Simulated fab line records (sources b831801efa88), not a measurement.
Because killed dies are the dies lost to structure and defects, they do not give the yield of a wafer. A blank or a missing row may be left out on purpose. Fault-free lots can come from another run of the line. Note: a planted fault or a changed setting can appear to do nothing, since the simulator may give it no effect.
Which tool was responsible? | flow gf180mcu | Sampling: 24 lots, 72 wafers, 5 of 602 route steps

## WHAT THE GAUGES SHOWED, per wafer
GF_M2_OVL_MEAS_15. Usual: M2_OVL typically reads 1 nm, with standard deviation 5.1.
lot  | measured     | on         | M2_OVL (nm) | flag
L074 | day 19 04:40 | overlay-01 | 8 5 10      |
L075 | day 19 14:35 | overlay-02 | -6 -3 -2    |
L076 | day 19 19:05 | overlay-02 | 4 3 5       |
L077 | day 20 09:23 | overlay-01 | 5 0 -5      |
L078 | day 20 13:35 | overlay-02 | -5 -3 -4    |
L079 | day 21 01:23 | overlay-02 | -3 -2 1     |
L080 | day 21 17:06 | overlay-01 | -3 -3 -1    |
L081 | day 21 19:20 | overlay-01 | 7 11 7      |
L082 | day 22 06:38 | overlay-02 | -4 5 7      |
L083 | day 22 12:45 | overlay-02 | 2 8 12      |
L084 | day 23 00:57 | overlay-02 | -3 -5 -3    |
L085 | day 23 07:25 | overlay-02 | -1 11 9     |
L086 | day 23 19:34 | overlay-01 | 3 5 5       |
L087 | day 24 08:56 | overlay-01 | -6 0 6      |
L088 | day 24 19:16 | overlay-02 | 0 -5 -1     |
L089 | day 24 23:59 | overlay-01 | -4 -11 -7   |
L090 | day 25 04:32 | overlay-01 | -2 1 3      |
L091 | day 25 09:01 | overlay-01 | -2 2 -4     |
L092 | day 25 21:52 | overlay-01 | 5 -1 3      |
L093 | day 26 01:33 | overlay-02 | 1 3 0       |
L094 | day 26 08:20 | overlay-02 | 1 -1 5      |
L095 | day 26 13:35 | overlay-01 | -9 -4 -3    |
L096 | day 26 15:13 | overlay-01 | 7 2 1       |
L097 | day 27 01:34 | overlay-02 | -6 -5 -9    |

GF_M4_OVL_MEAS_15. Usual: M4_OVL typically reads 0 nm, with standard deviation 6.
lot  | measured     | on         | M4_OVL (nm) | flag
L074 | day 23 10:35 | overlay-02 | 4 8 -1      |
L075 | day 23 19:11 | overlay-01 | 8 -1 17     |
L076 | day 23 23:17 | overlay-01 | 2 1 0       |
L077 | day 24 11:34 | overlay-02 | -8 -4 -4    |
L078 | day 24 17:08 | overlay-01 | -2 -6 1     |
L079 | day 25 03:40 | overlay-01 | 0 -4 -5     |
L080 | day 25 17:17 | overlay-01 | -1 0 3      |
L081 | day 25 20:46 | overlay-01 | 3 0 -4      |
L082 | day 26 05:20 | overlay-02 | 2 -3 -4     |
L083 | day 26 11:05 | overlay-01 | 3 -13 -1    |
L084 | day 26 22:38 | overlay-02 | 7 5 -5      |
L085 | day 27 04:22 | overlay-01 | -8 -18 -13  |
L086 | day 27 15:49 | overlay-02 | -4 -4 -6    |
L087 | day 28 03:20 | overlay-02 | -4 -6 -1    |
L088 | day 28 12:56 | overlay-01 | 1 6 0       |
L089 | day 28 16:02 | overlay-01 | 3 8 -4      |
L090 | day 28 20:53 | overlay-02 | -9 2 1      |
L091 | day 29 00:11 | overlay-01 | -3 -7 -2    |
L092 | day 29 11:49 | overlay-02 | 3 -3 1      |
L093 | day 29 14:14 | overlay-02 | 0 -8 9      |
L094 | day 29 22:07 | overlay-01 | 6 -1 7      |
L095 | day 30 01:49 | overlay-01 | -1 5 -4     |
L096 | day 30 03:04 | overlay-02 | 1 -3 -7     |
L097 | day 30 12:50 | overlay-02 | 1 2 -1      |

GF_TOP_METAL_OVL_MEAS_15. Usual: TOP_METAL_OVL typically reads 0.9 nm, with standard deviation 1.3.
lot  | measured     | on         | TOP_METAL_OVL (nm) | flag
L074 | day 28 03:28 | overlay-02 | -0.6 -1.1 0.4      |
L075 | day 28 11:43 | overlay-01 | 2.5 3.9 3.1        |
L076 | day 28 14:11 | overlay-01 | 2.8 2.3 2.3        |
L077 | day 29 00:56 | overlay-01 | -0.9 0.1 0.1       |
L078 | day 29 06:23 | overlay-01 | 0.9 2.8 2.1        |
L079 | day 29 15:43 | overlay-02 | 2.2 1.5 0.7        |
L080 | day 30 03:22 | overlay-01 | 1.4 1.8 0.9        |
L081 | day 30 06:33 | overlay-01 | 0.4 1.2 1.1        |
L082 | day 30 14:20 | overlay-01 | 1.7 0.2 -0.3       |
L083 | day 30 18:43 | overlay-02 | 0.1 -1.7 -0.7      |
L084 | day 31 04:59 | overlay-01 | -0.2 -1.0 -0.7     |
L085 | day 31 09:26 | overlay-01 | -0.1 1.9 1.7       |
L086 | day 31 19:25 | overlay-01 | 1.4 1.0 -0.1       |
L087 | day 32 06:04 | overlay-02 | -0.7 -1.7 -0.5     |
L088 | day 32 13:23 | overlay-02 | 1.2 0.6 -1.1       |
L089 | day 32 16:56 | overlay-01 | -0.5 0.3 0.9       |
L090 | day 32 21:40 | overlay-01 | 1.3 1.4 -0.3       |
L091 | day 32 23:53 | overlay-01 | -1.5 2.4 -0.5      |
L092 | day 33 07:40 | overlay-02 | 1.3 1.6 1.8        |
L093 | day 33 11:26 | overlay-01 | 1.2 0.4 -1.3       |
L094 | day 33 18:10 | overlay-01 | 0.9 0.4 1.5        |
L095 | day 33 22:13 | overlay-02 | 2.4 0.0 1.6        |
L096 | day 33 22:35 | overlay-02 | -1.0 -0.2 1.9      |
L097 | day 34 05:07 | overlay-01 | -0.3 0.9 0.0       |

## WHICH TOOL RAN EACH LOT (tool, then ch and the chambers of the sampled wafers, then the start)
lot  | GF_V3_ETCH_17                                 | GF_V4_SPUTTER_22
L074 | rie-diel-04 ch 0,1,3, day 23 10:35 or earlier | pvd-sputter-01, day 24 11:20
L075 | rie-diel-04 ch 0,3, day 23 19:11 or earlier   | pvd-sputter-04, day 24 19:30
L076 | rie-diel-01 ch 0,2,3, day 23 23:17 or earlier | pvd-sputter-01, day 24 23:57
L077 | rie-diel-02 ch 0,1, day 24 11:34 or earlier   | pvd-sputter-03, day 25 11:20
L078 | rie-diel-04 ch 1,2, day 24 17:08 or earlier   | pvd-sputter-01, day 25 16:52
L079 | rie-diel-01 ch 2,3, day 25 03:40 or earlier   | pvd-sputter-04, day 26 03:10
L080 | rie-diel-01 ch 0,2,3, day 25 17:17 or earlier | pvd-sputter-01, day 26 16:20
L081 | rie-diel-01 ch 0,2,3, day 25 20:46 or earlier | pvd-sputter-01, day 26 19:52
L082 | rie-diel-04 ch 2,3, day 26 05:20 or earlier   | pvd-sputter-03, day 27 03:57
L083 | rie-diel-02 ch 1,3, day 26 11:05 or earlier   | pvd-sputter-01, day 27 10:31
L084 | rie-diel-01 ch 0,3, day 26 22:38 or earlier   | pvd-sputter-03, day 27 21:07
L085 | rie-diel-04 ch 0,3, day 27 04:22 or earlier   | pvd-sputter-04, day 28 02:44
L086 | rie-diel-02 ch 1,2,3, day 27 15:49 or earlier | pvd-sputter-01, day 28 13:53
L087 | rie-diel-01 ch 0,2, day 28 03:20 or earlier   | pvd-sputter-03, day 29 01:07
L088 | rie-diel-01 ch 0,2, day 28 12:56 or earlier   | pvd-sputter-01, day 29 10:58
L089 | rie-diel-04 ch 0,3, day 28 16:02 or earlier   | pvd-sputter-03, day 29 13:34
L090 | rie-diel-02 ch 2,3, day 28 20:53 or earlier   | pvd-sputter-03, day 29 18:19
L091 | rie-diel-02 ch 0,2,3, day 29 00:11 or earlier | pvd-sputter-04, day 29 21:40
L092 | rie-diel-02 ch 1,2,3, day 29 11:49 or earlier | pvd-sputter-03, day 30 08:02
L093 | rie-diel-04 ch 1,2, day 29 14:14 or earlier   | pvd-sputter-01, day 30 10:59
L094 | rie-diel-04 ch 0,2,3, day 29 22:07 or earlier | pvd-sputter-01, day 30 18:01
L095 | rie-diel-04 ch 0,1,3, day 30 01:49 or earlier | pvd-sputter-01, day 30 22:23
L096 | rie-diel-02 ch 0,2, day 30 03:04 or earlier   | pvd-sputter-04, day 30 23:22
L097 | rie-diel-04 ch 0,1, day 30 12:50 or earlier   | pvd-sputter-03, day 31 09:07
- GF_V3_ETCH_17: etches SiO2 in C4F8/O2/Ar, stops on TiN, target depth 635 nm.
- GF_V4_SPUTTER_22: material TiN, target thk 10 nm, time 40 s.

## AS READ BY THE TOOLS THEMSELVES (means over the sampled wafers that have a number; for cases with no such wafer, the mark the record gives instead)
GF_V3_ETCH_17. Usual: oes-product-au at 0.856 a.u., with a standard deviation of 0.0048.
lot  | tool        | oes-product-au (a.u.) | flag
L074 | rie-diel-04 | 0.853                 |
L075 | rie-diel-04 | 0.859                 |
L076 | rie-diel-01 | 0.855                 |
L077 | rie-diel-02 | 0.859                 |
L078 | rie-diel-04 | 0.853                 |
L079 | rie-diel-01 | 0.858                 |
L080 | rie-diel-01 | 0.856                 |
L081 | rie-diel-01 | 0.856                 |
L082 | rie-diel-04 | 0.858                 |
L083 | rie-diel-02 | 0.852                 |
L084 | rie-diel-01 | 0.858                 |
L085 | rie-diel-04 | 0.853                 |
L086 | rie-diel-02 | 0.856                 |
L087 | rie-diel-01 | 0.852                 |
L088 | rie-diel-01 | 0.854                 |
L089 | rie-diel-04 | 0.857                 |
L090 | rie-diel-02 | 0.851                 |
L091 | rie-diel-02 | 0.859                 |
L092 | rie-diel-02 | 0.854                 |
L093 | rie-diel-04 | 0.856                 |
L094 | rie-diel-04 | 0.852                 |
L095 | rie-diel-04 | 0.851                 |
L096 | rie-diel-02 | 0.854                 |
L097 | rie-diel-04 | 0.860                 |

GF_V4_SPUTTER_22. Usual: throttle-valve-pct at 30.6 %, with a standard deviation of 0.76.
lot  | tool           | throttle-valve-pct (%) | flag
L074 | pvd-sputter-01 | 31.4                   |
L075 | pvd-sputter-04 | 29.5                   |
L076 | pvd-sputter-01 | 30.9                   |
L077 | pvd-sputter-03 | 30.8                   |
L078 | pvd-sputter-01 | 30.1                   |
L079 | pvd-sputter-04 | 29.7                   |
L080 | pvd-sputter-01 | 31.3                   |
L081 | pvd-sputter-01 | 30.9                   |
L082 | pvd-sputter-03 | 30.6                   |
L083 | pvd-sputter-01 | 31.0                   |
L084 | pvd-sputter-03 | 30.7                   |
L085 | pvd-sputter-04 | 29.9                   |
L086 | pvd-sputter-01 | 31.5                   |
L087 | pvd-sputter-03 | 30.5                   |
L088 | pvd-sputter-01 | 30.8                   |
L089 | pvd-sputter-03 | 30.3                   |
L090 | pvd-sputter-03 | 30.5                   |
L091 | pvd-sputter-04 | 29.9                   |
L092 | pvd-sputter-03 | 31.0                   |
L093 | pvd-sputter-01 | 31.0                   |
L094 | pvd-sputter-01 | 31.3                   |
L095 | pvd-sputter-01 | 30.8                   |
L096 | pvd-sputter-04 | 30.1                   |
L097 | pvd-sputter-03 | 30.4                   |

## THE ANSWER, worked out from the rows above alone
Rule: take the mean of a lot's wafers that have a number; if it is more than 3 standard deviations from the usual mean, the lot is off. Also off: a lot with no number at a reading for which 4 or more lots have one. The other lots that the step has rows for count as sound. First the gauges in route order, then the tools' own readings, where a lot's mean is used as printed above. At the first step where some lot is off, the reading lying furthest off is the one used; lots without a number count as furthest.
None of the lots is off at any reading shown; this tells nothing.

## WHAT THE SIMULATOR HAD INSERTED
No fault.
